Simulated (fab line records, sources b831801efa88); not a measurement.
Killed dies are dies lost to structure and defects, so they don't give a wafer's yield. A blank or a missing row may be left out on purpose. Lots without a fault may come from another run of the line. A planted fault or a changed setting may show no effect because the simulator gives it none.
A struck lot beside a sound one | flow sky130 | 15 steps out of a route of 708
Sound: wafers L302.1, L302.5, L302.6. Struck: wafers L309.3, L309.5, L309.6. The cause comes at the end.
At each step with rows: each side's tool, then ch and its chambers, then its first start. Under that, the readings that differ: sound wafers | struck wafers | difference of the means | sigmas: that difference in standard deviations of wafers without a fault.
alike: readings whose means differ by less than 2 such deviations, and words and numbers that are the same on both sides. not compared: withheld readings, readings that some wafer has no value for, bounds like >300 that may hide the same value, and numbers for which the record gives no deviation and whose values overlap.
The two part at a step that has a row with sigmas, a row that says differs or no value, or rows on one side only. Numbers that don't overlap but have no deviation are shown without sigmas and don't part them. A reading that every wafer of one side lacks parts them only if that side has two wafers or more.

first, 5 steps without rows for these wafers: SKY_LDD_N_COAT_02 (resist thk 300 nm); SKY_LDD_N_SOFTBAKE_03 (time 60 s); SKY_LDD_N_EXPOSE_04 (exposes mask NTM, target cd 840 nm); SKY_LDD_N_PEB_05; SKY_LDD_N_DEVELOP_06 (develop time 60 s).
SKY_LDD_N_OVL_MEAS_07:
  sound on overlay-01, day 19 04:22; struck on overlay-02, day 21 10:59
  alike: LDD_N_OVL
then, 6 steps without rows for these wafers: SKY_LDD_N_IMPLANT_08; SKY_LDD_N_IMPLANT_09; SKY_LDD_N_IMPLANT_10; SKY_LDD_N_IMPLANT_11; SKY_LDD_N_IMPLANT_12; SKY_LDD_N_IMPLANT_13.
SKY_LDD_N_IMPLANT_14:
  sound on implanter-02 ch 0, day 19 05:19; struck on implanter-02 ch 0, day 21 11:58
  reading                   | sound                | struck               | difference | sigmas
  beam_energy_keV           | 49.961 49.983 49.990 | 49.016 49.020 49.000 | -0.966     | -60
  model.implant.drp_nm (nm) | 18.83 18.83 18.83    | 18.56 18.56 18.56    | -0.27      |
then, 1 step without rows for these wafers: SKY_LDD_N_IMPLANT_15.
-- the record jumps here: 27 days lie between the struck wafers' starts before and after (it left off in module LDD_N and takes up again in module PAD_OPEN, whose first step shown is number 708 of the route) --
SKY_PAD_OPEN_PROBE_99:
  the record has rows for the struck wafers here (prober-01, day 48 10:32) and none for the sound ones

WHERE THEY PART
First at SKY_LDD_N_IMPLANT_14; last, within this record, at SKY_PAD_OPEN_PROBE_99.

WHY: what the simulator had put in
Process parameter drift: implanter-02, from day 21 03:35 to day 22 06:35, at SKY_LDD_N_IMPLANT_14. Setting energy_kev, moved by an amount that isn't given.
